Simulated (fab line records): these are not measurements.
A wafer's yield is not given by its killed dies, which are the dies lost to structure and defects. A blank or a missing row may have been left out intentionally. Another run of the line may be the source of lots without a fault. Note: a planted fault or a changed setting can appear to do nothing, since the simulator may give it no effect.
fab line records ; flow gf180mcu
record: lots: 12; wafers: 36; lastDay: 34
route steps=602 shown HV_LDD@195 SAB@273
lots that met no fault: from a run of the same line without faults
startH: hours from the record's opening day to when the first of the lot's shown wafers began ; waitH: hours since the lot's step before ; " identical to the entry in the row above ; L1.1+2: a row that stands for several wafers ; - no value present, or no start provided ; * or withheld: withheld ; < > ~ a bound
route shown NAME@n: NAME is a module with steps in the file, n the number in the route of the first one ; usual: average and standard deviation across the fault-free wafers ; same: alike in all rows ; chamber/n: place in a boat ; sites: readings site by site ; _std_site: how widely they spread, as a standard deviation ; _edge_site: mean of outer sites minus mean of inner sites ; radiusMm: how far each site lies from the wafer's centre ; mask NAME#n: copy n ; behind: the tool/chamber that last shaped the wafer ; hold: cause of the lot's hold/its duration in hours/its outcome ; device: whichever transistor did not switch (one of n, p or np) ; end of line: the route-end tests of the same wafers ; step lacking rows: just its recipe ; killed: the dies lost at the first sort to structure and to defects; this is not the yield of the wafer ; map: per-die view of a wafer (x killed, . not killed, _ where there is no die)
set.NAME: the setting the step ran with; set.NAME@STEP: the setting that earlier step ran with ; model.NAME: the simulator's own value behind a step, which no gauge read
one table for each step of the route and one row for each wafer, over a sample of lots
services: from which hour (startH, from the record's first day; less than 0 if before it) a tool's chamber was out of use, for how many hours, and why
== steps ==
step: GF_HV_LDD_CD_MEAS_19
recipe: targetCdNm: 400
usual: cdNm: 399.9/2.1
lot.wafer;tool;chamber;startH;waitH;cdNm
L587.2;cdSem-02;-;228.94;0.1;403.9
L587.4;cdSem-02;-;228.94;0.1;403.9
L587.6;cdSem-02;-;228.94;0.1;403.3
L588.1;cdSem-01;-;237.44;0.2;399.8
L588.3;cdSem-01;-;237.44;0.2;401.8
L588.6;cdSem-01;-;237.44;0.2;400.6
L590.1;cdSem-02;-;262.24;0.1;398.8
L590.2;cdSem-02;-;262.24;0.1;398.5
L590.4;cdSem-02;-;262.24;0.1;399.7
L592.3;cdSem-02;-;275.21;0.1;399.0
L592.4;cdSem-02;-;275.21;0.1;397.4
L592.5;cdSem-02;-;275.21;0.1;397.8
L593.2;cdSem-02;-;281.69;0.1;401.9
L593.4;cdSem-02;-;281.69;0.1;401.7
L593.6;cdSem-02;-;281.69;0.1;401.3
L599.1;cdSem-02;-;326.12;0.1;394.9
L599.4;cdSem-02;-;326.12;0.1;395.3
L599.5;cdSem-02;-;326.12;0.1;395.5
L600.3;cdSem-01;-;333.38;0.1;401.3
L600.4;cdSem-01;-;333.38;0.1;403.2
L600.5;cdSem-01;-;333.38;0.1;402.0
L605.1;cdSem-01;-;375.05;0.1;397.4
L605.2;cdSem-01;-;375.05;0.1;399.4
L605.6;cdSem-01;-;375.05;0.1;399.5
L606.1;cdSem-02;-;378.85;0.1;401.2
L606.3;cdSem-02;-;378.85;0.1;398.8
L606.5;cdSem-02;-;378.85;0.1;399.2
L607.1;cdSem-02;-;391.40;0.1;402.7
L607.4;cdSem-02;-;391.40;0.1;400.7
L607.6;cdSem-02;-;391.40;0.1;402.0
L608.1;cdSem-02;-;396.50;0.1;401.3
L608.4;cdSem-02;-;396.50;0.1;400.0
L608.6;cdSem-02;-;396.50;0.1;401.0
L609.1;cdSem-01;-;401.29;0.1;400.6
L609.4;cdSem-01;-;401.29;0.1;400.7
L609.5;cdSem-01;-;401.29;0.1;401.4
step: GF_HV_LDD_IMPLANT_34
recipe: species: P; energyKev: 60; doseCm2: 7.5e+12; tiltDeg: 30; rotationDeg: 90
usual: doseIonsCm2: 7.5e+12/7.5e+09; faradayCurrentUA: 42.3/0.87
lot.wafer;tool;chamber;startH;waitH;doseIonsCm2;faradayCurrentUA
L587.2;implanter-01;0;247.83;0.1;7.495e+12;42.7
L587.4;implanter-01;0;247.83;0.1;7.505e+12;41.4
L587.6;implanter-01;0;247.83;0.1;7.496e+12;43.4
L588.1;implanter-02;0;257.25;0.1;7.503e+12;42.5
L588.3;implanter-02;0;257.25;0.1;7.506e+12;44.2
L588.6;implanter-02;0;257.25;0.1;7.479e+12;41.3
L590.1;implanter-03;0;281.60;0.1;7.499e+12;41.9
L590.2;implanter-03;0;281.60;0.1;7.5e+12;42.8
L590.4;implanter-03;0;281.60;0.1;7.498e+12;42.0
L592.3;implanter-01;0;295.80;0.1;7.502e+12;40.1
L592.4;implanter-01;0;295.80;0.1;7.504e+12;42.0
L592.5;implanter-01;0;295.80;0.1;7.49e+12;43.0
L593.2;implanter-03;0;302.78;0.1;7.504e+12;41.5
L593.4;implanter-03;0;302.78;0.1;7.499e+12;42.5
L593.6;implanter-03;0;302.78;0.1;7.491e+12;42.7
L599.1;implanter-03;0;348.00;0.1;1.4086e+13;75.4
L599.4;implanter-03;0;348.00;0.1;1.4088e+13;77.9
L599.5;implanter-03;0;348.00;0.1;1.4088e+13;80.2
L600.3;implanter-03;0;355.90;0.1;1.4078e+13;78.4
L600.4;implanter-03;0;355.90;0.1;1.408e+13;82.0
L600.5;implanter-03;0;355.90;0.1;1.4085e+13;78.3
L605.1;implanter-01;0;398.42;0.1;7.496e+12;41.9
L605.2;implanter-01;0;398.42;0.1;7.501e+12;41.4
L605.6;implanter-01;0;398.42;0.1;7.508e+12;42.2
L606.1;implanter-01;0;401.89;0.1;7.514e+12;41.2
L606.3;implanter-01;0;401.89;0.1;7.507e+12;42.0
L606.5;implanter-01;0;401.89;0.1;7.513e+12;43.4
L607.1;implanter-01;0;414.82;0.1;7.506e+12;42.4
L607.4;implanter-01;0;414.82;0.1;7.506e+12;42.5
L607.6;implanter-01;0;414.82;0.1;7.493e+12;43.1
L608.1;implanter-02;0;420.99;0.1;7.508e+12;42.1
L608.4;implanter-02;0;420.99;0.1;7.487e+12;43.5
L608.6;implanter-02;0;420.99;0.1;7.509e+12;40.9
L609.1;implanter-01;0;425.04;0.1;7.508e+12;42.2
L609.4;implanter-01;0;425.04;0.1;7.496e+12;41.7
L609.5;implanter-01;0;425.04;0.1;7.503e+12;42.7
step: GF_HV_LDD_TW_MEAS_38
usual: HV_LDD_3_TW: 1424/13
lot.wafer;tool;chamber;startH;waitH;HV_LDD_3_TW
L587.2;filmMetro-01;-;248.36;0.1;1414
L587.4;filmMetro-01;-;248.36;0.1;1416
L587.6;filmMetro-01;-;248.36;0.1;1416
L588.1;filmMetro-02;-;257.80;0.1;1420
L588.3;filmMetro-02;-;257.80;0.1;1416
L588.6;filmMetro-02;-;257.80;0.1;1419
L590.1;filmMetro-03;-;282.15;0.1;1427
L590.2;filmMetro-03;-;282.15;0.1;1437
L590.4;filmMetro-03;-;282.15;0.1;1432
L592.3;filmMetro-03;-;296.32;0.1;1431
L592.4;filmMetro-03;-;296.32;0.1;1421
L592.5;filmMetro-03;-;296.32;0.1;1432
L593.2;filmMetro-02;-;303.31;0.1;1403
L593.4;filmMetro-02;-;303.31;0.1;1404
L593.6;filmMetro-02;-;303.31;0.1;1398
L599.1;filmMetro-03;-;348.55;0.1;1525
L599.4;filmMetro-03;-;348.55;0.1;1526
L599.5;filmMetro-03;-;348.55;0.1;1530
L600.3;filmMetro-01;-;356.42;0.1;1505
L600.4;filmMetro-01;-;356.42;0.1;1496
L600.5;filmMetro-01;-;356.42;0.1;1498
L605.1;filmMetro-01;-;398.97;0.1;1430
L605.2;filmMetro-01;-;398.97;0.1;1428
L605.6;filmMetro-01;-;398.97;0.1;1436
L606.1;filmMetro-01;-;402.44;0.1;1435
L606.3;filmMetro-01;-;402.44;0.1;1431
L606.5;filmMetro-01;-;402.44;0.1;1427
L607.1;filmMetro-03;-;415.37;0.1;1446
L607.4;filmMetro-03;-;415.37;0.1;1432
L607.6;filmMetro-03;-;415.37;0.1;1434
L608.1;filmMetro-03;-;421.54;0.1;1437
L608.4;filmMetro-03;-;421.54;0.1;1434
L608.6;filmMetro-03;-;421.54;0.1;1452
L609.1;filmMetro-01;-;425.59;0.1;1423
L609.4;filmMetro-01;-;425.59;0.1;1426
L609.5;filmMetro-01;-;425.59;0.1;1434
step: GF_HV_LDD_STRIP_49
recipe: chemistry: O2/N2; powerW: 1400; pressureMtorr: 1500; platenTempC: 250; o2FlowSccm: 3000; n2FlowSccm: 300; overashFraction: 0.5
usual: drypumpMotorCurrentA: 5.6/0.36; heaterPowerW: 327/24; oesProductAu: 0.716/0.0044; stripTimeToEndpointS: 12.64/0.039
lot.wafer;tool;chamber;startH;waitH;drypumpMotorCurrentA;heaterPowerW;oesProductAu;rfHoursCounterH;stripTimeToEndpointS
L587.2;plasmaAsher-03;0;266.77;0.1;6.1;317;0.713;60;12.67
L587.4;plasmaAsher-03;1;266.77;0.1;5.6;359;0.720;-;12.71
L587.6;plasmaAsher-03;1;266.77;0.1;5.5;373;0.717;-;12.65
L588.1;plasmaAsher-01;1;276.30;0.1;6.1;299;0.716;48;12.66
L588.3;plasmaAsher-01;1;276.30;0.1;6.1;305;0.718;-;12.68
L588.6;plasmaAsher-01;1;276.30;0.1;6.1;304;0.714;-;12.66
L590.1;plasmaAsher-04;1;302.45;0.1;5.2;302;0.712;68;12.66
L590.2;plasmaAsher-04;0;302.45;0.1;5.2;305;0.715;68;12.60
L590.4;plasmaAsher-04;1;302.45;0.1;5.2;309;0.718;-;12.62
L592.3;plasmaAsher-01;1;317.38;0.1;6.1;305;0.723;-;12.62
L592.4;plasmaAsher-01;0;317.38;0.1;5.5;352;0.715;-;12.61
L592.5;plasmaAsher-01;1;317.38;0.1;6.1;305;0.712;-;12.66
L593.2;plasmaAsher-03;1;324.80;0.1;5.5;366;0.711;66;12.70
L593.4;plasmaAsher-03;1;324.80;0.1;5.5;379;0.715;-;12.71
L593.6;plasmaAsher-03;1;324.80;0.1;5.6;353;0.710;-;12.74
L599.1;plasmaAsher-03;1;370.82;0.1;5.6;374;0.707;71;12.59
L599.4;plasmaAsher-03;0;370.82;0.1;6.1;321;0.709;-;12.64
L599.5;plasmaAsher-03;1;370.82;0.1;5.5;367;0.706;-;12.63
L600.3;plasmaAsher-03;0;379.03;0.1;6.1;324;0.724;-;12.65
L600.4;plasmaAsher-03;1;379.03;0.1;5.5;369;0.714;-;12.62
L600.5;plasmaAsher-03;1;379.03;0.1;5.5;369;0.714;-;12.62
L605.1;plasmaAsher-01;1;421.89;0.1;6.1;303;0.717;64;12.66
L605.2;plasmaAsher-01;0;421.89;0.1;5.5;353;0.725;64;12.66
L605.6;plasmaAsher-01;0;421.89;0.1;5.6;348;0.723;-;12.66
L606.1;plasmaAsher-04;1;425.82;0.1;5.2;295;0.712;81;12.62
L606.3;plasmaAsher-04;1;425.82;0.1;5.3;306;0.718;-;12.66
L606.5;plasmaAsher-04;0;425.82;0.1;5.2;313;0.724;-;12.63
L607.1;plasmaAsher-04;1;439.15;0.1;5.2;297;0.711;83;12.59
L607.4;plasmaAsher-04;0;439.15;0.1;5.2;308;0.715;-;12.61
L607.6;plasmaAsher-04;1;439.15;0.1;5.2;304;0.707;-;12.63
L608.1;plasmaAsher-01;1;446.31;0.1;6.1;299;0.713;67;12.56
L608.4;plasmaAsher-01;1;446.31;0.1;6.1;308;0.716;-;12.58
L608.6;plasmaAsher-01;1;446.31;0.1;6.1;318;0.711;-;12.57
L609.1;plasmaAsher-03;0;450.83;0.1;6.1;323;0.717;1;12.62
L609.4;plasmaAsher-03;1;450.83;0.1;5.6;362;0.721;-;12.63
L609.5;plasmaAsher-03;0;450.83;0.1;6.1;323;0.716;-;12.58
step: GF_HV_LDD_RS_MEAS_53
recipe: thkMeasGauge: four-point-probe
usual: HV_LDD_RS: 418.3/0.95
lot.wafer;tool;chamber;startH;waitH;HV_LDD_RS[ohm/sq]
L587.2;filmMetro-01;-;267.07;0.1;419.6
L587.4;filmMetro-01;-;267.07;0.1;418.7
L587.6;filmMetro-01;-;267.07;0.1;418.2
L588.1;filmMetro-03;-;276.58;0.1;418.2
L588.3;filmMetro-03;-;276.58;0.1;419.8
L588.6;filmMetro-03;-;276.58;0.1;418.2
L590.1;filmMetro-01;-;302.74;0.1;417.9
L590.2;filmMetro-01;-;302.74;0.1;419.2
L590.4;filmMetro-01;-;302.74;0.1;419.1
L592.3;filmMetro-03;-;317.67;0.1;419.1
L592.4;filmMetro-03;-;317.67;0.1;418.2
L592.5;filmMetro-03;-;317.67;0.1;419.0
L593.2;filmMetro-03;-;325.10;0.1;418.5
L593.4;filmMetro-03;-;325.10;0.1;417.6
L593.6;filmMetro-03;-;325.10;0.1;417.4
L599.1;filmMetro-03;-;371.10;0.1;402.3
L599.4;filmMetro-03;-;371.10;0.1;401.9
L599.5;filmMetro-03;-;371.10;0.1;402.4
L600.3;filmMetro-03;-;379.32;0.1;403.0
L600.4;filmMetro-03;-;379.32;0.1;402.0
L600.5;filmMetro-03;-;379.32;0.1;402.4
L605.1;filmMetro-03;-;422.17;0.1;418.6
L605.2;filmMetro-03;-;422.17;0.1;417.6
L605.6;filmMetro-03;-;422.17;0.1;419.4
L606.1;filmMetro-02;-;426.10;0.1;418.4
L606.3;filmMetro-02;-;426.10;0.1;418.4
L606.5;filmMetro-02;-;426.10;0.1;419.0
L607.1;filmMetro-01;-;439.50;0.1;419.1
L607.4;filmMetro-01;-;439.50;0.1;419.1
L607.6;filmMetro-01;-;439.50;0.1;419.1
L608.1;filmMetro-03;-;446.66;0.1;417.4
L608.4;filmMetro-03;-;446.66;0.1;416.9
L608.6;filmMetro-03;-;446.66;0.1;417.0
L609.1;filmMetro-03;-;451.11;0.1;416.8
L609.4;filmMetro-03;-;451.11;0.1;416.6
L609.5;filmMetro-03;-;451.11;0.1;417.3
step: GF_SAB_CD_MEAS_09
recipe: targetCdNm: 420
usual: cdNm: 420.0/2.2
lot.wafer;tool;chamber;startH;waitH;cdNm
L587.2;cdSem-02;-;331.69;0.1;423.8
L587.4;cdSem-02;-;331.69;0.1;420.3
L587.6;cdSem-02;-;331.69;0.1;418.3
L588.1;cdSem-01;-;341.59;0.1;417.6
L588.3;cdSem-01;-;341.59;0.1;418.9
L588.6;cdSem-01;-;341.59;0.1;417.6
L590.1;cdSem-01;-;370.22;0.1;422.3
L590.2;cdSem-01;-;370.22;0.1;421.6
L590.4;cdSem-01;-;370.22;0.1;419.4
L592.3;cdSem-02;-;387.33;0.1;422.0
L592.4;cdSem-02;-;387.33;0.1;420.6
L592.5;cdSem-02;-;387.33;0.1;420.5
L593.2;cdSem-01;-;394.70;0.1;420.7
L593.4;cdSem-01;-;394.70;0.1;422.8
L593.6;cdSem-01;-;394.70;0.1;419.9
L599.1;cdSem-01;-;445.29;0.2;424.8
L599.4;cdSem-01;-;445.29;0.2;423.9
L599.5;cdSem-01;-;445.29;0.2;423.2
L600.3;cdSem-01;-;453.85;0.1;422.3
L600.4;cdSem-01;-;453.85;0.1;423.1
L600.5;cdSem-01;-;453.85;0.1;422.0
L605.1;cdSem-01;-;498.33;0.1;418.7
L605.2;cdSem-01;-;498.33;0.1;419.4
L605.6;cdSem-01;-;498.33;0.1;417.4
L606.1;cdSem-01;-;501.73;0.1;422.5
L606.3;cdSem-01;-;501.73;0.1;421.4
L606.5;cdSem-01;-;501.73;0.1;420.1
L607.1;cdSem-01;-;515.51;0.1;417.2
L607.4;cdSem-01;-;515.51;0.1;419.3
L607.6;cdSem-01;-;515.51;0.1;420.7
L608.1;cdSem-01;-;521.99;0.1;416.9
L608.4;cdSem-01;-;521.99;0.1;414.0
L608.6;cdSem-01;-;521.99;0.1;415.5
L609.1;cdSem-01;-;525.79;0.1;419.3
L609.4;cdSem-01;-;525.79;0.1;420.4
L609.5;cdSem-01;-;525.79;0.1;419.0
== services ==
tool;chamber;startH;hours;kind
implanter-03;-;262.63;1.1;repair
implanter-01;-;289.19;2.5;repair
implanter-03;-;298.04;0.6;repair
implanter-03;-;377.11;7.8;repair
implanter-03;-;387.86;0.7;repair
implanter-02;-;392.28;3.9;pm
implanter-02;-;399.57;3.9;repair
plasmaAsher-03;-;421.25;9.0;pm
plasmaAsher-03;0;421.25;9.0;ventCycle
plasmaAsher-03;1;421.25;9.0;ventCycle
plasmaAsher-03;0;430.25;-;clean
plasmaAsher-03;1;430.25;-;clean
plasmaAsher-03;-;439.29;10.7;repair
== key ==
firstSign: step: GF_HV_LDD_IMPLANT_34; reading: doseIonsCm2; direction: up; sigmas: 99+; usual: 7.5e+12; struck: 1.4084e+13
effect: step: GF_HV_LDD_IMPLANT_34; reading: faradayCurrentUA; direction: up; sigmas: 42; usual: 42.3; struck: 78.7
effect: step: GF_HV_LDD_TW_MEAS_38; reading: HV_LDD_3_TW; direction: up; sigmas: 6.7; usual: 1424; struck: 1513
effect: step: GF_HV_LDD_RS_MEAS_53; reading: HV_LDD_RS; direction: down; sigmas: 17; usual: 418.3; struck: 402.3
metAt GF_HV_LDD_IMPLANT_34
struckLots L599,L600
testerLeftOut L599,L600
notActingAt GF_HV_LDD_CD_MEAS_19,GF_HV_LDD_STRIP_49,GF_SAB_CD_MEAS_09
onsetBetween 302.78 348.00
fault: kind: processParameterDrift; tool: implanter-03; chamber: -; onsetH: 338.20; steps: GF_HV_LDD_IMPLANT_34; channel: doseCm2; offset: 6.5844e+12; shape: step; endH: 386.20; actsIn: theseRecipesOnly; stated: 7.5e+12
testerLeftOut: of these lots the tester's yield and bins aren't shown, on N5 and GAA mostly nor the transistor test; their killed dies are dies lost to structure and defects alone, not to doping, threshold or leakage, so they don't give the yield
